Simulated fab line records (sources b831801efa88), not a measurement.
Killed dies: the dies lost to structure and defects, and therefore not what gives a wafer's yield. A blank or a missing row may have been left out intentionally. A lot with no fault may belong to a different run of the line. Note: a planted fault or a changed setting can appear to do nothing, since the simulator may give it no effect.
fab line records	flow sky130
record lots=6	wafers=18	lastDay=49
route steps=708 shown SONOS_TUNNEL@155 SONOS_ONO@168 GATE_OXIDE@187 PAD_OPEN@708
lots that met no fault: from a run of the same line without faults
startH: start of the lot's first displayed wafer, in hours after the record's first day	waitH: hours since the lot's step before	" repeats the value in the row above	L1.1+2: one row covering several wafers at once	- either no value or no given start	* or withheld: withheld	< > ~ a bound
route shown NAME@n: a module of which the file shows steps, and the number in the route of the first	usual: average and standard deviation across the fault-free wafers	same: alike in all rows	chamber/n: place in a boat	sites: each site's reading	_std_site: their standard deviation	_edge_site: mean of outer sites minus mean of inner sites	radiusMm: how far each site lies from the wafer's centre	mask NAME#n: copy n	behind: tool/chamber where the wafer was last shaped	hold: cause of the lot's hold/its duration in hours/its outcome	device: the n, p or np transistor that did not switch	end of line: at the end of the route, the tests of the same wafers	for a step that has no rows: nothing shown but its recipe	killed: dies that structure and defects cost at the first sort, which is not the same as the wafer's yield	map: dies across one wafer; x = killed, . = not, _ = none there
set.NAME: the setting as run; set.NAME@STEP: as run at that earlier step	model.NAME: the simulator's own value behind a step, which no gauge read
lots at selected steps of the route; one table per step, one row per wafer
services: when a tool's chamber went out of use (startH, in hours from the record's first day, below 0 if earlier), for how many hours, and the reason
## steps
# step SKY_SONOS_TUNNEL_HMDS_01
# recipe primeTimeS=60	primeTempC=120
# step SKY_SONOS_TUNNEL_COAT_02
# recipe resist=NOVOLAK	spinRpm=3000	resistThkNm=1140
# step SKY_SONOS_TUNNEL_SOFTBAKE_03
# recipe tempC=90	timeS=60	resist=NOVOLAK
# step SKY_SONOS_TUNNEL_EXPOSE_04
# recipe maskId=TUNM	na=0.6	sourceShape=conventional	sigmaOuter=0.6	polarization=unpolarized	targetCdNm=410	doseMj=136
# step SKY_SONOS_TUNNEL_PEB_05
# recipe tempC=withheld	timeS=*	resist=NOVOLAK
# step SKY_SONOS_TUNNEL_DEVELOP_06
# recipe resist=NOVOLAK	developer=TMAH	developTimeS=60	devTempC=23
# step SKY_SONOS_TUNNEL_CD_MEAS_07
# recipe targetCdNm=410
# usual cdNm=409.5/1.9
lot.wafer	tool	chamber	startH	waitH	cdNm
L205.2	cdSem-02	-	264.46	0.1	409.3
L205.3	"	-	"	"	409.0
L205.5	"	-	"	"	409.7
L207.1	cdSem-01	-	275.24	0.1	407.2
L207.4	"	-	"	"	406.6
L207.6	"	-	"	"	409.7
L208.3	cdSem-01	-	279.18	0.1	409.7
L208.4	"	-	"	"	408.8
L208.5	"	-	"	"	409.7
L215.2	cdSem-01	-	339.11	0.1	406.8
L215.4	"	-	"	"	405.9
L215.6	"	-	"	"	406.3
L220.1	cdSem-01	-	384.19	0.1	410.1
L220.2	"	-	"	"	409.2
L220.5	"	-	"	"	409.0
L223.1	cdSem-01	-	403.29	0.1	410.8
L223.2	"	-	"	"	412.5
L223.5	"	-	"	"	409.4
# step SKY_SONOS_TUNNEL_OVL_MEAS_08
# usual SONOS_TUNNEL_OVL=0.0/1.6
lot.wafer	tool	chamber	startH	waitH	SONOS_TUNNEL_OVL[nm]
L205.2	overlay-01	-	264.57	0.1	-0.6
L205.3	"	-	"	"	-1.9
L205.5	"	-	"	"	-1.5
L207.1	overlay-01	-	275.36	0.1	1.4
L207.4	"	-	"	"	0.8
L207.6	"	-	"	"	1.0
L208.3	overlay-02	-	279.27	0.1	-2.4
L208.4	"	-	"	"	-2.2
L208.5	"	-	"	"	-1.0
L215.2	overlay-02	-	339.22	0.1	0.6
L215.4	"	-	"	"	-1.4
L215.6	"	-	"	"	0.5
L220.1	overlay-01	-	384.31	0.1	3.2
L220.2	"	-	"	"	4.0
L220.5	"	-	"	"	2.5
L223.1	overlay-02	-	403.41	0.1	-2.6
L223.2	"	-	"	"	-1.1
L223.5	"	-	"	"	-1.6
# step SKY_SONOS_TUNNEL_IMPLANT_09
# recipe species=B	energyKev=20	doseCm2=1e+12	tiltDeg=withheld
# step SKY_SONOS_TUNNEL_WET_ETCH_10
# recipe chemistry=dHF	targetDepthNm=14	target=SiO2	dilution=100:1	tempC=25	timeS=280
# step SKY_SONOS_TUNNEL_STRIP_11
# recipe chemistry=SPM	timeS=600	tempC=130
# step SKY_SONOS_TUNNEL_TW_MEAS_12
# usual SONOS_TUNNEL_TW=196.7/2.3
lot.wafer	tool	chamber	startH	waitH	SONOS_TUNNEL_TW
L205.2	filmMetro-02	-	265.13	0.0	196.4
L205.3	"	-	"	"	196.0
L205.5	"	-	"	"	195.4
L207.1	filmMetro-04	-	275.81	0.0	201.2
L207.4	"	-	"	"	200.5
L207.6	"	-	"	"	200.2
L208.3	filmMetro-03	-	279.73	0.0	194.4
L208.4	"	-	"	"	194.1
L208.5	"	-	"	"	194.6
L215.2	filmMetro-04	-	339.67	0.0	198.5
L215.4	"	-	"	"	198.5
L215.6	"	-	"	"	200.2
L220.1	filmMetro-02	-	384.76	0.0	195.5
L220.2	"	-	"	"	196.3
L220.5	"	-	"	"	194.6
L223.1	filmMetro-03	-	403.88	0.0	194.8
L223.2	"	-	"	"	194.5
L223.5	"	-	"	"	195.5
# step SKY_SONOS_TUNNEL_CLEAN_13
# recipe chemistry=dHF	timeS=20	dilution=100:1	dry=ipaMarangoni
lot.wafer	tool	chamber	startH	waitH
L205.2+3+5	wetBench-02	0	265.18	0.0
L207.1+4+6	wetBench-02	2	275.87	0.1
L208.3+4+5	wetBench-02	2	279.77	0.0
L215.2+4+6	wetBench-04	2	339.72	0.0
L220.1+2+5	wetBench-04	2	384.82	0.1
L223.1+2+5	wetBench-04	2	403.94	0.1
# step SKY_SONOS_ONO_OXIDATION_00
# recipe tempC=800	ambient=O2	idleTempC=700	rampUpCPerMin=10	rampDownCPerMin=3	stabiliseS=600	purgeS=300	targetThkA=26	oxTimeS=1249
# step SKY_SONOS_ONO_THK_MEAS_01
# recipe reads=SiO2_of_SONOS_ONO_OXIDATION_00
# usual SONOS_ONO_OXIDATION_THK=2.58/0.06
lot.wafer	tool	chamber	startH	waitH	SONOS_ONO_OXIDATION_THK[nm]
L205.2	filmMetro-04	-	266.55	0.0	2.63
L205.3	"	-	"	"	2.57
L205.5	"	-	"	"	2.61
L207.1	filmMetro-02	-	278.86	0.0	2.56
L207.4	"	-	"	"	2.55
L207.6	"	-	"	"	2.54
L208.3	filmMetro-04	-	281.76	0.0	2.49
L208.4	"	-	"	"	2.54
L208.5	"	-	"	"	2.52
L215.2	filmMetro-01	-	341.09	0.0	2.52
L215.4	"	-	"	"	2.50
L215.6	"	-	"	"	2.55
L220.1	filmMetro-01	-	386.56	0.0	2.66
L220.2	"	-	"	"	2.65
L220.5	"	-	"	"	2.57
L223.1	filmMetro-04	-	406.36	0.0	2.52
L223.2	"	-	"	"	2.56
L223.5	"	-	"	"	2.58
# step SKY_SONOS_ONO_CVD_02
# recipe material=Si3N4	precursor=DCS/NH3	targetThkNm=10.5	tempC=770	timeS=180	pressureMtorr=250
# step SKY_SONOS_ONO_THK_MEAS_03
# recipe reads=Si3N4_of_SONOS_ONO_CVD_02
# usual SONOS_ONO_CVD_02_THK=10.38/0.13
lot.wafer	tool	chamber	startH	waitH	SONOS_ONO_CVD_02_THK[nm]
L205.2	filmMetro-04	-	267.69	0.0	10.44
L205.3	"	-	"	"	10.27
L205.5	"	-	"	"	10.35
L207.1	filmMetro-02	-	280.69	0.0	10.06
L207.4	"	-	"	"	10.27
L207.6	"	-	"	"	10.37
L208.3	filmMetro-02	-	284.32	0.0	10.55
L208.4	"	-	"	"	10.50
L208.5	"	-	"	"	10.54
L215.2	filmMetro-04	-	342.20	0.0	10.25
L215.4	"	-	"	"	10.36
L215.6	"	-	"	"	10.33
L220.1	filmMetro-04	-	387.67	0.0	10.36
L220.2	"	-	"	"	10.40
L220.5	"	-	"	"	10.27
L223.1	filmMetro-02	-	407.47	0.0	10.68
L223.2	"	-	"	"	10.72
L223.5	"	-	"	"	10.74
# step SKY_SONOS_ONO_CVD_04
# recipe material=SiO2	precursor=SiH4/N2O	targetThkNm=5.7199	tempC=900	pressureMtorr=400
# step SKY_SONOS_ONO_THK_MEAS_05
# recipe reads=SiO2_of_SONOS_ONO_CVD_04
# usual SONOS_ONO_CVD_04_THK=5.70/0.11
lot.wafer	tool	chamber	startH	waitH	SONOS_ONO_CVD_04_THK[nm]
L205.2	filmMetro-02	-	269.00	0.0	5.49
L205.3	"	-	"	"	5.51
L205.5	"	-	"	"	5.54
L207.1	filmMetro-04	-	282.00	0.0	5.72
L207.4	"	-	"	"	5.69
L207.6	"	-	"	"	5.78
L208.3	filmMetro-04	-	285.63	0.0	5.81
L208.4	"	-	"	"	5.70
L208.5	"	-	"	"	5.74
L215.2	filmMetro-04	-	343.51	0.0	5.70
L215.4	"	-	"	"	5.64
L215.6	"	-	"	"	5.75
L220.1	filmMetro-02	-	388.98	0.0	5.66
L220.2	"	-	"	"	5.74
L220.5	"	-	"	"	5.80
L223.1	filmMetro-01	-	408.78	0.0	5.59
L223.2	"	-	"	"	5.59
L223.5	"	-	"	"	5.67
# step SKY_SONOS_ONO_DEHYDRATE_06
# recipe tempC=200	timeS=60
# step SKY_SONOS_ONO_HMDS_07
# recipe primeTimeS=60	primeTempC=120
# step SKY_SONOS_ONO_COAT_08
# recipe resist=NOVOLAK	spinRpm=3000	resistThkNm=1140
# step SKY_SONOS_ONO_SOFTBAKE_09
# recipe tempC=90	timeS=60	resist=NOVOLAK
# step SKY_SONOS_ONO_EXPOSE_10
# recipe maskId=ONOM	targetCdNm=410	na=0.6	sourceShape=conventional	sigmaOuter=0.6	doseMj=150
# step SKY_SONOS_ONO_PEB_11
# recipe tempC=withheld	timeS=*	resist=NOVOLAK
# step SKY_SONOS_ONO_DEVELOP_12
# recipe developTimeS=60	devTempC=23
# step SKY_SONOS_ONO_CD_MEAS_13
# recipe targetCdNm=410
# usual cdNm=409.3/2.3
lot.wafer	tool	chamber	startH	waitH	cdNm
L205.2	cdSem-02	-	293.47	0.1	409.5
L205.3	"	-	"	"	408.4
L205.5	"	-	"	"	410.1
L207.1	cdSem-02	-	306.98	0.1	415.7
L207.4	"	-	"	"	411.9
L207.6	"	-	"	"	410.5
L208.3	cdSem-02	-	310.88	0.1	412.6
L208.4	"	-	"	"	410.7
L208.5	"	-	"	"	411.2
L215.2	cdSem-02	-	371.31	0.1	409.3
L215.4	"	-	"	"	407.4
L215.6	"	-	"	"	408.7
L220.1	cdSem-01	-	417.95	0.1	405.2
L220.2	"	-	"	"	409.0
L220.5	"	-	"	"	404.5
L223.1	cdSem-01	-	438.25	0.1	410.2
L223.2	"	-	"	"	410.9
L223.5	"	-	"	"	411.0
# step SKY_SONOS_ONO_OVL_MEAS_14
# usual SONOS_ONO_OVL=0.4/1.4
lot.wafer	tool	chamber	startH	waitH	SONOS_ONO_OVL[nm]
L205.2	overlay-02	-	293.58	0.1	-0.6
L205.3	"	-	"	"	0.1
L205.5	"	-	"	"	-1.0
L207.1	overlay-01	-	307.10	0.1	-0.7
L207.4	"	-	"	"	1.7
L207.6	"	-	"	"	1.2
L208.3	overlay-02	-	310.97	0.1	0.3
L208.4	"	-	"	"	-1.7
L208.5	"	-	"	"	0.8
L215.2	overlay-01	-	371.42	0.1	2.0
L215.4	"	-	"	"	1.6
L215.6	"	-	"	"	1.6
L220.1	overlay-02	-	418.07	0.1	0.1
L220.2	"	-	"	"	0.2
L220.5	"	-	"	"	-0.7
L223.1	overlay-02	-	438.37	0.1	0.7
L223.2	"	-	"	"	0.2
L223.5	"	-	"	"	0.3
# step SKY_SONOS_ONO_ETCH_15
# recipe targetDepthNm=19.52	chemistry=CHF3/O2	sourceW=600	biasW=200	pressureMtorr=40	chf3FlowSccm=50	O2_flow_sccm=5	timeS=7.8
# usual drypumpMotorCurrentA=5.9/0.57	oesProductAu=1.003/0.013	throttleValvePct=8.825/0.01
lot.wafer	tool	chamber	startH	waitH	drypumpMotorCurrentA	oesProductAu	rfHoursCounterH	throttleValvePct
L205.2	rieDiel-01	1	293.61	0.0	6.5	1.008	9	8.827
L205.3	"	0	"	"	6.1	1.036	9	8.828
L205.5	"	1	"	"	6.5	1.009	-	8.829
L207.1	rieDiel-01	0	307.14	0.0	6.2	1.018	9	8.819
L207.4	"	1	"	"	6.5	1.008	9	8.817
L207.6	"	0	"	"	6.1	1.028	-	8.841
L208.3	rieDiel-01	0	311.00	0.0	6.1	1.020	9	8.824
L208.4	"	3	"	"	5.4	1.005	30	8.835
L208.5	"	0	"	"	6.1	1.021	-	8.817
L215.2	rieDiel-02	0	371.45	0.0	6.2	0.994	59	8.802
L215.4	"	1	"	"	4.8	0.982	5	8.823
L215.6	"	0	"	"	6.2	0.985	-	8.824
L220.1	rieDiel-01	2	418.11	0.0	5.9	1.019	7	8.815
L220.2	"	1	"	"	6.5	1.014	11	8.832
L220.5	"	0	"	"	6.2	1.020	-	8.825
L223.1	rieDiel-01	0	438.41	0.0	6.2	1.004	12	8.838
L223.2	"	3	"	"	5.4	0.989	32	8.833
L223.5	"	3	"	"	5.4	0.998	-	8.822
# step SKY_SONOS_ONO_WET_ETCH_16
# recipe chemistry=dHF	targetDepthNm=14	dry=n2Spin	target=SiO2	dilution=100:1	tempC=25	timeS=280
# step SKY_SONOS_ONO_STRIP_17
# recipe chemistry=O2/N2	powerW=1400	pressureMtorr=1500	platenTempC=withheld	o2FlowSccm=3000	n2FlowSccm=300	overashFraction=0.5
# usual drypumpMotorCurrentA=6.10/0.21	oesProductAu=0.710/0.0048	stripTimeToEndpointS=14.11/0.035
lot.wafer	tool	chamber	startH	waitH	drypumpMotorCurrentA	oesProductAu	rfHoursCounterH	stripTimeToEndpointS
L205.2	plasmaAsher-02	0	293.72	0.0	6.04	0.715	50	14.11
L205.3	"	1	"	"	6.37	0.714	-	14.07
L205.5	"	0	"	"	6.05	0.699	-	14.12
L207.1	plasmaAsher-02	0	307.25	0.0	6.09	0.708	51	14.13
L207.4	"	0	"	"	6.08	0.708	-	14.12
L207.6	"	0	"	"	6.06	0.718	-	14.09
L208.3	plasmaAsher-04	1	311.15	0.0	6.10	0.708	-	14.12
L208.4	"	0	"	"	6.22	0.704	-	14.14
L208.5	"	0	"	"	6.24	0.705	-	14.11
L215.2	plasmaAsher-04	0	371.57	0.0	6.24	0.708	64	14.11
L215.4	"	0	"	"	6.25	0.709	-	14.14
L215.6	"	0	"	"	6.26	0.709	-	14.15
L220.1	plasmaAsher-03	0	418.21	0.0	5.70	0.713	27	14.15
L220.2	"	1	"	"	6.18	0.716	27	14.16
L220.5	"	1	"	"	6.19	0.704	-	14.11
L223.1	plasmaAsher-03	1	438.52	0.0	6.20	0.698	30	14.02
L223.2	"	0	"	"	5.71	0.712	30	14.11
L223.5	"	0	"	"	5.71	0.707	-	14.05
# step SKY_SONOS_ONO_WET_ETCH_18
# recipe chemistry=H3PO4	targetDepthNm=15	target=Si3N4	tempC=160	timeS=172
# step SKY_GATE_OXIDE_CLEAN_00
# recipe chemistry=SC1/SC2	mix=1:4:20	tempC=70	timeS=150	dry=n2Spin
# step SKY_GATE_OXIDE_OXIDATION_01
# recipe tempC=900	ambient=O2	stabiliseS=600	purgeS=300	targetThkA=102.68	oxTimeS=1473
# step SKY_GATE_OXIDE_THK_MEAS_02
# recipe reads=SiO2_of_GATE_OXIDE_OXIDATION_01
# usual GATE_OXIDE_OXIDATION_00_THK=10.33/0.17
lot.wafer	tool	chamber	startH	waitH	GATE_OXIDE_OXIDATION_00_THK[nm]
L205.2	filmMetro-04	-	295.71	0.0	10.39
L205.3	"	-	"	"	10.52
L205.5	"	-	"	"	10.50
L207.1	filmMetro-01	-	311.12	0.0	10.40
L207.4	"	-	"	"	10.45
L207.6	"	-	"	"	10.32
L208.3	filmMetro-01	-	314.05	0.0	10.44
L208.4	"	-	"	"	10.43
L208.5	"	-	"	"	10.33
L215.2	filmMetro-04	-	374.19	0.0	10.19
L215.4	"	-	"	"	10.21
L215.6	"	-	"	"	10.05
L220.1	filmMetro-01	-	419.83	0.0	10.30
L220.2	"	-	"	"	10.33
L220.5	"	-	"	"	10.25
L223.1	filmMetro-03	-	441.52	0.0	10.37
L223.2	"	-	"	"	10.27
L223.5	"	-	"	"	10.32
# step SKY_GATE_OXIDE_DEHYDRATE_03
# recipe tempC=200	timeS=60
# step SKY_GATE_OXIDE_HMDS_04
# recipe primeTimeS=60	primeTempC=120
# step SKY_GATE_OXIDE_COAT_05
# recipe resist=NOVOLAK	spinRpm=3000	resistThkNm=1140
# step SKY_GATE_OXIDE_SOFTBAKE_06
# recipe tempC=90	timeS=60	resist=NOVOLAK
# step SKY_GATE_OXIDE_EXPOSE_07
# recipe maskId=LVOM	na=0.6	sourceShape=conventional	sigmaOuter=0.6	polarization=unpolarized	targetCdNm=600	doseMj=170
# step SKY_GATE_OXIDE_PEB_08
# recipe tempC=withheld	timeS=*	resist=NOVOLAK
# step SKY_GATE_OXIDE_DEVELOP_09
# recipe resist=NOVOLAK	developer=TMAH	developTimeS=60	devTempC=23
# step SKY_PAD_OPEN_PROBE_99
# usual killed_at_M0_to_M3=43/6.8	killed_at_M4_up=3.3/2.1	killedAtContacts=24/5	killedAtFrontEnd=15/4.4	killedAtOther=0.3/0.57	killedDies=86/9.7	killedOnRim=17/3.6	killedOpen=47/7.3	killedShort=39/6.1
# same grossDies=492	killedAtBackSide=0
lot.wafer	tool	chamber	startH	waitH	killed_at_M0_to_M3	killed_at_M4_up	killedAtContacts	killedAtFrontEnd	killedAtOther	killedDies	killedOnRim	killedOpen	killedShort	model.etest.capOno.gateBvV	model.etest.diodeNwellSub.leakLog10ACm2	model.etest.diodeDnwellSub.leakLog10ACm2	model.etest.diodePwellDnwell.leakLog10ACm2	model.etest.nfet_16v.offLog10AUm	model.etest.sonosBaked.vtLessV
L205.2	prober-01	-	1082.95	0.1	40	2	32	21	0	95	16	49	45	16.05	-7.399	-7.409	-7.575	-13.84	-0.5279
L205.3	prober-01	-	1083.00	0.2	37	4	23	17	2	83	18	48	32	15.83	-7.356	-7.408	-7.527	-13.78	-0.5183
L205.5	prober-01	-	1083.10	0.2	46	2	27	8	0	83	17	47	36	16.44	-7.151	-7.375	-7.517	-13.94	-0.5251
L207.1	prober-01	-	1103.21	0.1	39	10	28	24	2	103	23	52	47	15.97	-7.148	-7.325	-7.24	-13.9	-0.4859
L207.4	prober-01	-	1103.36	0.2	53	7	22	12	1	95	17	49	45	16.03	-7.329	-7.582	-7.669	-13.9	-0.5252
L208.3	prober-02	-	1103.69	0.2	47	2	27	17	0	93	20	59	34	16.66	-7.546	-7.193	-7.821	-13.92	-0.4876
L208.4	prober-02	-	1103.74	0.2	39	5	25	19	0	88	16	53	35	16.44	-7.424	-7.528	-7.558	-13.8	-0.5363
L208.5	prober-02	-	1103.79	0.2	29	2	28	9	0	68	14	39	29	16.26	-7.279	-7.327	-7.713	-13.82	-0.5436
L215.2	prober-01	-	1143.43	0.1	45	7	23	8	0	83	13	39	42	16.58	-7.103	-7.287	-7.45	-13.85	-0.5991
L215.4	prober-01	-	1143.53	0.2	48	6	22	8	0	84	14	40	44	16.18	-7.242	-7.543	-7.559	-13.84	-0.544
L215.6	prober-01	-	1143.63	0.2	46	6	23	14	0	89	17	46	43	16.4	-7.364	-7.178	-7.822	-13.82	-0.5733
L220.1	prober-02	-	1175.36	0.1	48	2	30	10	0	90	18	52	38	15.7	-6.936	-6.636	-7.22	-13.64	-0.5265
L220.2	prober-02	-	1175.41	0.1	39	5	20	16	0	80	21	42	38	15.65	-6.699	-6.726	-6.867	-13.74	-0.5353
L220.5	prober-02	-	1175.56	0.2	57	3	22	20	0	102	19	54	48	15.16	-6.996	-6.981	-7.143	-13.62	-0.5429
L223.1	prober-02	-	1185.24	0.1	56	4	24	18	0	102	24	49	53	15.03	-6.729	-6.745	-7.071	-13.89	-0.6367
L223.2	prober-02	-	1185.29	0.1	47	3	24	9	0	83	17	46	37	15.26	-7.104	-6.968	-7.265	-13.69	-0.5618
L223.5	prober-02	-	1185.44	0.2	44	3	44	16	0	107	10	55	48	15.55	-6.968	-6.885	-7.278	-13.75	-0.5934
# killed by level:class
L205.2 CONTACT:geometricParticle:open=11 LI_CONTACT:geometricParticle:open=11 VIA1:geometricParticle:short=8 FIELD_ISO:geometricParticle:open=6 VIA3:geometricParticle:open=6 VIA1:geometricParticle:open=6 METAL2:geometricParticle:short=6 FIELD_ISO:geometricParticle:short=5
L205.3 VIA1:geometricParticle:open=10 LI_CONTACT:geometricParticle:open=9 CONTACT:geometricParticle:open=9 VIA1:geometricParticle:short=7 FIELD_ISO:geometricParticle:open=5 VIA2:geometricParticle:open=5 METAL1:geometricParticle:short=4 FIELD_ISO:geometricParticle:short=3
L205.5 VIA1:geometricParticle:open=13 CONTACT:geometricParticle:open=11 VIA3:geometricParticle:open=6 VIA1:geometricParticle:short=5 VIA2:geometricParticle:open=5 POLY_GATE:geometricParticle:open=4 LI_CONTACT:geometricParticle:short=4 LI_CONTACT:geometricParticle:open=4
L207.1 LI_CONTACT:geometricParticle:open=9 CONTACT:geometricParticle:open=8 METAL4:geometricParticle:short=8 POLY_GATE:geometricParticle:open=6 METAL2:geometricParticle:short=6 VIA3:geometricParticle:open=6 CONTACT:geometricParticle:short=6 METAL1:geometricParticle:short=5
L207.4 VIA1:geometricParticle:open=10 VIA3:geometricParticle:open=9 VIA2:geometricParticle:open=8 CONTACT:geometricParticle:open=8 LI_CONTACT:geometricParticle:open=7 VIA2:geometricParticle:short=7 METAL4:geometricParticle:short=6 VIA1:geometricParticle:short=5
L208.3 CONTACT:geometricParticle:open=18 VIA1:geometricParticle:open=11 VIA3:geometricParticle:open=7 METAL1:geometricParticle:short=7 VIA1:geometricParticle:short=6 SPACER:geometricParticle:open=4 VIA2:geometricParticle:open=4 FIELD_ISO:geometricParticle:open=3
L208.4 CONTACT:geometricParticle:open=11 FIELD_ISO:geometricParticle:open=8 VIA1:geometricParticle:open=7 VIA2:geometricParticle:open=7 LOCAL_INTERCONNECT:geometricParticle:short=5 CONTACT:geometricParticle:short=5 METAL2:geometricParticle:short=4 VIA2:geometricParticle:short=4
L208.5 CONTACT:geometricParticle:open=11 METAL1:geometricParticle:short=8 LI_CONTACT:geometricParticle:open=5 LI_CONTACT:geometricParticle:short=5 VIA1:geometricParticle:open=5 VIA2:geometricParticle:open=4 FIELD_ISO:geometricParticle:short=3 VIA3:geometricParticle:open=3
L215.2 LI_CONTACT:geometricParticle:open=9 CONTACT:geometricParticle:short=9 VIA1:geometricParticle:open=8 METAL2:geometricParticle:short=7 VIA1:geometricParticle:short=6 VIA3:geometricParticle:open=6 VIA2:geometricParticle:open=5 METAL1:geometricParticle:short=4
L215.4 CONTACT:geometricParticle:open=9 VIA1:geometricParticle:open=8 VIA2:geometricParticle:open=8 VIA1:geometricParticle:short=7 METAL2:geometricParticle:short=6 LI_CONTACT:geometricParticle:open=5 METAL4:geometricParticle:short=5 CONTACT:geometricParticle:short=4
L215.6 VIA1:geometricParticle:open=9 LI_CONTACT:geometricParticle:open=7 CONTACT:geometricParticle:open=7 FIELD_ISO:geometricParticle:open=6 METAL4:geometricParticle:short=6 VIA1:geometricParticle:short=5 METAL2:geometricParticle:short=5 METAL3:geometricParticle:short=5
L220.1 VIA1:geometricParticle:open=15 VIA3:geometricParticle:open=11 LI_CONTACT:geometricParticle:open=8 CONTACT:geometricParticle:open=7 VIA3:geometricParticle:short=7 CONTACT:geometricParticle:short=6 LOCAL_INTERCONNECT:geometricParticle:short=5 POLY_GATE:geometricParticle:short=3
L220.2 FIELD_ISO:geometricParticle:open=7 VIA3:geometricParticle:open=7 CONTACT:geometricParticle:open=6 METAL3:geometricParticle:short=5 LI_CONTACT:geometricParticle:open=5 VIA1:geometricParticle:open=5 VIA1:geometricParticle:short=5 POLY_GATE:geometricParticle:open=4
L220.5 VIA1:geometricParticle:open=11 VIA3:geometricParticle:open=10 METAL1:geometricParticle:short=9 VIA2:geometricParticle:open=9 METAL2:geometricParticle:short=6 LI_CONTACT:geometricParticle:open=5 CONTACT:geometricParticle:open=5 VIA1:geometricParticle:short=5
L223.1 VIA1:geometricParticle:open=11 LI_CONTACT:geometricParticle:open=9 VIA1:geometricParticle:short=9 POLY_GATE:geometricParticle:short=7 CONTACT:geometricParticle:open=7 METAL1:geometricParticle:short=7 METAL2:geometricParticle:short=6 POLY_GATE:geometricParticle:open=6
L223.2 CONTACT:geometricParticle:open=14 VIA1:geometricParticle:open=10 METAL1:geometricParticle:short=7 VIA2:geometricParticle:open=7 VIA1:geometricParticle:short=5 CONTACT:geometricParticle:short=4 POLY_GATE:geometricParticle:short=3 LI_CONTACT:geometricParticle:open=3
L223.5 CONTACT:geometricParticle:open=14 VIA1:geometricParticle:open=12 LI_CONTACT:geometricParticle:open=10 LOCAL_INTERCONNECT:geometricParticle:short=8 CONTACT:geometricParticle:short=8 VIA2:geometricParticle:open=6 POLY_GATE:geometricParticle:short=5 VIA1:geometricParticle:short=5
## services
tool	chamber	startH	hours	kind
rieDiel-02	-	252.63	28.1	pm
rieDiel-01	2	291.94	5.5	repair
rieDiel-02	0	292.04	5.2	repair
rieDiel-01	3	301.54	4.8	repair
rieDiel-01	3	314.36	4.6	repair
rieDiel-02	3	314.55	7.2	repair
rieDiel-02	2	339.36	-	clean
rieDiel-02	2	339.36	15.1	scheduledDown
rieDiel-02	2	339.36	15.1	ventCycle
plasmaAsher-04	-	342.92	3.4	repair
plasmaAsher-04	-	346.48	14.6	pm
rieDiel-02	0	353.46	2.4	repair
plasmaAsher-03	-	373.65	14.6	pm
rieDiel-01	-	413.18	2.8	pm
plasmaAsher-04	-	421.25	9.0	pm
plasmaAsher-04	0	421.25	9.0	ventCycle
plasmaAsher-04	1	421.25	9.0	ventCycle
plasmaAsher-04	0	430.25	-	clean
plasmaAsher-04	1	430.25	-	clean
rieDiel-01	2	435.89	7.2	repair
## key
firstSign none at tools or gauges
modelEffect step=SKY_PAD_OPEN_PROBE_99	value=etest.capOno.gateBvV	without=16.51	struck=15.39
metAt SKY_SONOS_TUNNEL_CLEAN_13
struckWafers L220.1,L220.2,L220.5,L223.1,L223.2,L223.5
testerLeftOut L220,L223
onsetBetween 339.72 384.82
alsoFits time
fault kind=metallicContaminationSource	tool=wetBench-04	chamber=-	onsetH=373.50	steps=SKY_SONOS_TUNNEL_CLEAN_13	rateCm2PerVisit=1.1307e+12	species=metalCuCm2
# testerLeftOut: of these lots the tester's yield and bins aren't shown, on N5 and GAA mostly nor the transistor test; their killed dies are dies lost to structure and defects alone, not to doping, threshold or leakage, so they don't give the yield
